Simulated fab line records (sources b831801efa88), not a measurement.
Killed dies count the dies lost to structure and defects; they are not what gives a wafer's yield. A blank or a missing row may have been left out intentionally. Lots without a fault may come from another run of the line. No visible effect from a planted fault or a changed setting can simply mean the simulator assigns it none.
Comparing a struck lot with a sound one / flow sky130 / 35 steps out of a route of 708
Sound: wafers L294.2, L294.3, L294.6. Struck: wafers L309.1, L309.4, L309.6. The cause is named last.
Each step with rows lists, per side, the tool, then ch with its chambers, then its first start. Under that, the readings that differ: sound wafers / struck wafers / difference of the means / sigmas: that difference in standard deviations of wafers without a fault.
alike: readings with means less than 2 such deviations apart, plus words and numbers identical on both sides. not compared: withheld readings, readings lacking a value on some wafer, bounds such as >300 that could conceal the same value, and numbers that have no deviation in the record and whose values overlap.
The two part at a step that has a row with sigmas, a row that says differs or no value, or rows on one side only. Numbers that don't overlap but have no deviation are shown without sigmas and don't part them. A reading that every wafer of one side lacks parts them only if that side has two wafers or more.

first, 10 steps without rows for these wafers: SKY_CONTACT_ETCH_17 (etches SiO2 in C4F8/O2/Ar, stops on Si3N4, target depth 340 nm); SKY_CONTACT_ETCH_18 (etches Si3N4 in CHF3/O2, stops on TiN, time 39 s, target depth 75 nm); SKY_CONTACT_STRIP_19 (strips in O2/N2); SKY_CONTACT_STRIP_20 (strips in post etch residue remover, time 1200 s); SKY_CONTACT_CLEAN_21 (cleans in IPA, time 180 s); SKY_CONTACT_CLEAN_22 (cleans in O3/DIW); SKY_CONTACT_SPUTTER_23 (material TiN, target thk 20 nm, time 80 s); SKY_CONTACT_CVD_24 (deposits W, target thk 340 nm, time 102.12 s); SKY_CONTACT_CMP_27 (polishes, stops on SiO2, t overpolish 15 s, target thk 0 nm); SKY_METAL1_SPUTTER_00 (material Ti, target thk 15 nm, time 10 s).
SKY_METAL1_SPUTTER_01: material TiN, target thk 20 nm, time 16.7 s.
  sound on pvd-sputter-01, day 33 09:21; struck on pvd-sputter-01, day 37 21:05
  alike: chamber-pressure-pa, throttle-valve-pct
then, 23 steps without rows for these wafers: SKY_METAL1_SPUTTER_02 (material AlCu, target thk 250 nm, time 13.3 s); SKY_METAL1_SPUTTER_03 (material Ti, target thk 5 nm, time 3.3 s); SKY_METAL1_SPUTTER_04 (material TiN, target thk 70 nm, time 58.3 s); SKY_METAL1_DEHYDRATE_07 (time 60 s); SKY_METAL1_HMDS_08 (prime time 60 s); SKY_METAL1_COAT_09 (resist thk 60 nm); SKY_METAL1_COAT_10 (resist thk 450 nm); SKY_METAL1_SOFTBAKE_11 (time 90 s); SKY_METAL1_EXPOSE_12 (exposes mask MM1, target cd 140 nm); SKY_METAL1_PEB_13; SKY_METAL1_DEVELOP_14 (develop time 60 s); SKY_METAL1_DESCUM_17 (chemistry O2, time 8 s); SKY_METAL1_ETCH_18 (etches BARC in N2/H2, stops on SiO2, time 45.9 s, target depth 60 nm); SKY_METAL1_METAL_ETCH_19 (etches the open film in Cl2/BCl3, stops on SiO2, target depth 360 nm, time 78 s); SKY_METAL1_STRIP_20 (strips in O2/N2); SKY_METAL1_STRIP_21 (strips in post etch residue remover, time 1200 s); SKY_METAL1_CLEAN_22 (cleans in IPA, time 180 s); SKY_METAL1_CLEAN_23 (cleans in O3/DIW); SKY_VIA1_HDPCVD_00 (deposits SiO2, target thk 1030 nm, time 171.7 s); SKY_VIA1_CMP_02 (polishes SiO2); SKY_VIA1_DEHYDRATE_04 (time 60 s); SKY_VIA1_HMDS_05 (prime time 60 s); SKY_VIA1_COAT_06 (resist thk 60 nm).
-- the record jumps here: 13 days lie between the struck wafers' starts before and after (it left off in module VIA1 and takes up again in module PAD_OPEN, whose first step shown is number 708 of the route) --
SKY_PAD_OPEN_PROBE_99:
  rows exist in the record for the struck wafers here (prober-02, day 50 11:12), but not for the sound ones

## WHERE THEY PART
SKY_PAD_OPEN_PROBE_99 only, going by this record.

WHY: the cause the simulator had injected
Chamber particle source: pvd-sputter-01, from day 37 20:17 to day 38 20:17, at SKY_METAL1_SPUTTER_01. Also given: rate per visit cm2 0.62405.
